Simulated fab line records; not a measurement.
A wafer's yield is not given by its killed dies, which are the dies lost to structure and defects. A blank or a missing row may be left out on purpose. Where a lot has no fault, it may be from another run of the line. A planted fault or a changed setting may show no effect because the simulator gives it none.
A struck lot beside a sound one + flow sky130 + 15 steps out of a route of 708
Sound: the wafers L906.1, L906.3, L906.6. Wafers L925.2, L925.3, L925.6 were the ones struck. Last of all comes the cause.
Per side, at each step with rows, come the tool, then ch with its chambers, and then its first start. Under that, the readings that differ: sound wafers + struck wafers + difference of the means + sigmas: that difference in standard deviations of wafers without a fault.
alike: readings with means less than 2 such deviations apart, plus words and numbers identical on both sides. not compared: withheld readings, readings lacking a value on some wafer, bounds such as >300 that could conceal the same value, and numbers that have no deviation in the record and whose values overlap.
The two part at a step that has a row with sigmas, a row that says differs or no value, or rows on one side only. Numbers that have no deviation but don't overlap get no sigmas and don't part them. A reading that every wafer of one side lacks parts them only if that side has two wafers or more.

first, 4 steps without rows for these wafers: SKY_LDD_LDN_SOFTBAKE_03 (time 60 s); SKY_LDD_LDN_EXPOSE_04 (exposes mask LDNTM, target cd 700 nm); SKY_LDD_LDN_PEB_05; SKY_LDD_LDN_DEVELOP_06 (develop time 60 s).
SKY_LDD_LDN_OVL_MEAS_07:
  sound on overlay-02, day 22 23:14; struck on overlay-02, day 29 17:53
| reading          | sound       | struck         | difference | sigmas |
|------------------|-------------|----------------|------------|--------|
| LDD_LDN_OVL (nm) | 3.5 1.0 2.7 | -0.9 -2.0 -1.6 | -3.9       | -3     |
then, 4 steps without rows for these wafers: SKY_LDD_LDN_IMPLANT_08; SKY_LDD_LDN_IMPLANT_09; SKY_LDD_LDN_IMPLANT_10; SKY_LDD_LDN_IMPLANT_11.
SKY_LDD_LDN_STRIP_12: strips in O2/N2.
  sound on plasmaAsher-02 ch 0,1, day 23 00:01; struck on plasmaAsher-01 ch 0,1, day 29 18:31
  alike: drypumpMotorCurrentA, oesProductAu, stripTimeToEndpointS
  not compared: rfHoursCounterH
SKY_LDD_LDN_TW_MEAS_13:
  sound on filmMetro-01, day 23 00:07; struck on filmMetro-02, day 29 18:37
  alike: LDD_LDN_TW
then, 1 step without rows for these wafers: SKY_LDD_LDN_CLEAN_14 (cleans in SC1/SC2, time 150 s).
SKY_SPACER_CVD_00: deposits Si3N4 from DCS/NH3, target thk 43.1 nm, time 740 s.
  sound on lpcvd-02 ch 1, day 23 00:13; struck on lpcvd-02 ch 1, day 29 18:43
| reading                                 | sound             | struck            | difference | sigmas      |
|-----------------------------------------|-------------------|-------------------|------------|-------------|
| spikeTcBottomC (C)                      | 791.7 792.3 791.4 | 829.4 829.2 828.9 | +37.4      | +37         |
| spikeTcCentreC (C)                      | 770.8 773.1 772.6 | 812.0 811.7 810.8 | +39.3      | +33         |
| spikeTcLowerC (C)                       | 769.9 769.7 769.7 | 806.9 807.1 806.7 | +37.1      | +18         |
| spikeTcTopC (C)                         | 777.8 783.5 780.5 | 819.1 816.4 817.0 | +36.9      | +18         |
| spikeTcUpperC (C)                       | 770.3 770.9 769.0 | 809.4 809.0 807.2 | +38.5      | +38         |
| susceptorTempC (C)                      | 769.6 769.6 769.8 | 808.4 808.3 808.6 | +38.8      | +99 or more |
| zonePowerBottomPct (%)                  | 20.64 20.50 20.60 | 22.67 22.72 22.90 | +2.18      | +10         |
| zonePowerCentrePct (%)                  | 13.08 13.19 12.93 | 14.60 14.49 14.74 | +1.54      | +7          |
| zonePowerLowerPct (%)                   | 13.59 13.71 13.65 | 14.85 14.90 14.98 | +1.26      | +8          |
| zonePowerTopPct (%)                     | 23.9 23.2 23.7    | 25.3 25.1 25.2    | +1.6       | +3          |
| model.Si3N4_of_SPACER_CVD_00.thkNm (nm) | 42.58 42.48 42.73 | 74.69 74.69 74.79 | +32.13     |             |
SKY_SPACER_THK_MEAS_01:
  sound on filmMetro-04, day 23 01:25; struck on filmMetro-02, day 29 20:10
| reading                | sound          | struck         | difference | sigmas |
|------------------------|----------------|----------------|------------|--------|
| SPACER_CVD_00_THK (nm) | 42.6 42.5 42.7 | 74.8 74.7 74.8 | +32.2      | +68    |
  not compared: hold
SKY_PAD_OPEN_PROBE_99:
  sound wafers here have rows in the record (prober-02, day 45 22:09); struck ones have none

## WHERE THEY PART
First at SKY_LDD_LDN_OVL_MEAS_07; last, within this record, at SKY_PAD_OPEN_PROBE_99.

WHY: what the simulator had put in
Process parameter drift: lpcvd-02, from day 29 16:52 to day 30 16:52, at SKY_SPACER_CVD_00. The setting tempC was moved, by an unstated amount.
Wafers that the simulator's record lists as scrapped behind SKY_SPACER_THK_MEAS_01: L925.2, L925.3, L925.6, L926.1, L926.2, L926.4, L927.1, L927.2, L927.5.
